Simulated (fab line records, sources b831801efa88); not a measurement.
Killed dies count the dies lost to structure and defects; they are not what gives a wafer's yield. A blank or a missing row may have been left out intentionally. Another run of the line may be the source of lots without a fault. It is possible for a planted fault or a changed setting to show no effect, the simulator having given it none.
A lot that was struck, set against a sound lot ; flow sfq_line ; 25 out of 325 route steps
Sound: wafers L648.2, L648.3, L648.6. Struck: wafer L653.3. (L653.2, L653.4 of the same lot were not struck and are left out.) The cause comes at the end.
Each step with rows lists, per side, the tool, then ch with its chambers, then its first start. Under that, the readings that differ: sound wafers ; struck wafers ; difference of the means ; sigmas: that difference in standard deviations of wafers without a fault.
alike: readings with means less than 2 such deviations apart, plus words and numbers identical on both sides. not compared: withheld readings, readings lacking a value on some wafer, bounds such as >300 that could conceal the same value, and numbers that have no deviation in the record and whose values overlap.
A row with sigmas, a row that says differs or no value, or rows on one side alone: a step with any of these is where the two part. When numbers do not overlap yet have no deviation, they are printed without sigmas and do not part them. Lack of a reading on every wafer of one side parts them only where that side has two or more wafers.

first, 6 steps without rows for these wafers: SFQ_TRILAYER_M7_LITHO_COAT_182 (resist thk 62 nm); SFQ_TRILAYER_M7_LITHO_COAT_177 (resist thk 600 nm); SFQ_TRILAYER_M7_LITHO_SOFTBAKE_181; SFQ_TRILAYER_M7_LITHO_EXPOSE_178 (exposes mask M7, target cd 500 nm); SFQ_TRILAYER_M7_LITHO_PEB_180 (peb time 60 s); SFQ_TRILAYER_M7_LITHO_DEVELOP_179 (time 60 s).
SFQ_M7_OVL_MEAS_945:
  sound on overlay-02, day 69 16:59; struck on overlay-01, day 73 01:14
  alike: M7_OVL
SFQ_TRILAYER_M7_BARC_OPEN_METAL_ETCH_229: etches BARC in O2, target depth 125 nm, time 41.7 s.
  sound on rie_metal-04 ch 0,1, day 69 17:01; struck on rie_metal-03 ch 0, day 73 01:16
  alike: bias_w, chamber_pressure_mTorr, drypump_motor_current_A, oes_product_au
  not compared: rf_hours_counter_h
SFQ_TRILAYER_M7_ETCH_METAL_ETCH_180: etches Nb in Cl2/Ar, stops on SiO2, target depth 240 nm, time 120 s.
  sound on rie_metal-04 ch 0,1, day 69 17:04; struck on rie_metal-03 ch 0, day 73 01:20
  alike: bias_w, chamber_pressure_mTorr, drypump_motor_current_A, oes_product_au
  not compared: rf_hours_counter_h
SFQ_TRILAYER_M7_STRIP_STRIP_181: strips in O2.
  sound on rie_metal-04 ch 0,1, day 69 17:11; struck on rie_metal-03 ch 0, day 73 01:28
  alike: chamber_pressure_mTorr, drypump_motor_current_A, oes_product_au
  not compared: rf_hours_counter_h
then, 2 steps without rows for these wafers: SFQ_TRILAYER_M7_STRIP_SOLV_CLEAN_182 (cleans in NMP, time 600 s); SFQ_TRILAYER_I7_DEP_PECVD_183 (deposits SiO2 from SiH4/N2O, time 111.11 s, target thk 500 nm).
SFQ_TRILAYER_I7_CMP_CMP_184: polishes SiO2.
  sound on cmp-02 ch 1,3, day 70 09:24; struck on cmp-01 ch 0, day 73 04:03
reading;sound;struck;difference;sigmas
time_to_endpoint_s (s);212 220 222;199;-19;-3
model.SiO2_of_TRILAYER_I7_DEP_PECVD_183.thk_nm (nm);199.8 201.4 201.7;219.8;+18.8;
  alike: motor_current_A
SFQ_I7_BOW_MEAS_946:
  sound on film_metro-02, day 70 11:55; struck on film_metro-02, day 73 06:34
  alike: I7_BOW
SFQ_TRILAYER_I7_METRO_MEASURE_185:
  sound on film_metro-02, day 70 12:13; struck on film_metro-02, day 73 06:52
reading;sound;struck;difference;sigmas
thk_nm (nm);199.7 201.2 201.7;219.7;+18.8;+22
then, 6 steps without rows for these wafers: SFQ_TRILAYER_I7_VIA_LITHO_COAT_192 (resist thk 62 nm); SFQ_TRILAYER_I7_VIA_LITHO_COAT_187 (resist thk 650 nm); SFQ_TRILAYER_I7_VIA_LITHO_SOFTBAKE_191; SFQ_TRILAYER_I7_VIA_LITHO_EXPOSE_188 (exposes mask I7, target cd 1000 nm); SFQ_TRILAYER_I7_VIA_LITHO_PEB_190 (peb time 60 s); SFQ_TRILAYER_I7_VIA_LITHO_DEVELOP_189 (time 60 s).
SFQ_I7_OVL_MEAS_947:
  sound on overlay-01, day 71 08:21; struck on overlay-02, day 73 10:08
  alike: I7_OVL
SFQ_TRILAYER_I7_VIA_BARC_OPEN_VIA_ETCH_260: etches BARC in O2, target depth 125 nm, time 41.7 s.
  sound on rie_diel-02 ch 0,1, day 71 08:23; struck on rie_diel-02 ch 2, day 73 10:10
  alike: bias_w, chamber_pressure_mTorr, drypump_motor_current_A, oes_product_au
  not compared: rf_hours_counter_h
SFQ_TRILAYER_I7_VIA_ETCH_VIA_ETCH_190: etches SiO2 in CHF3, stops on Nb, target depth 260 nm.
  sound on rie_diel-02 ch 0,1, day 71 08:25; struck on rie_diel-02 ch 2, day 73 10:13
reading;sound;struck;difference;sigmas
oes_product_au (a.u.);0.852 0.856 0.862;0.900;+0.043;+9
model.etch.depth_nm (nm);199.8 201.4 201.7;219.8;+18.8;
model.I7.feature_depth_nm (nm);199.8 201.4 201.7;219.8;+18.8;
  alike: bias_w, chamber_pressure_mTorr, drypump_motor_current_A
SFQ_TRILAYER_I7_VIA_STRIP_STRIP_191: strips in O2.
  sound on rie_metal-02 ch 0, day 71 08:44; struck on rie_metal-03 ch 1, day 73 10:19
reading;sound;struck;difference;sigmas
drypump_motor_current_A (A);6.6 6.6 6.6;5.0;-1.6;-3
oes_product_au (a.u.);0.982 0.977 0.985;0.998;+0.017;+2
  alike: chamber_pressure_mTorr
  not compared: rf_hours_counter_h

## WHERE THEY PART
Last at SFQ_TRILAYER_I7_VIA_STRIP_STRIP_191 as far as this record goes, first at SFQ_TRILAYER_I7_CMP_CMP_184.

WHY: whatever the simulator had introduced
cmp-01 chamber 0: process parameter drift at SFQ_TRILAYER_I7_CMP_CMP_184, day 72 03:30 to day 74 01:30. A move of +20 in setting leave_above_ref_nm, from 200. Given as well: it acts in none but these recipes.
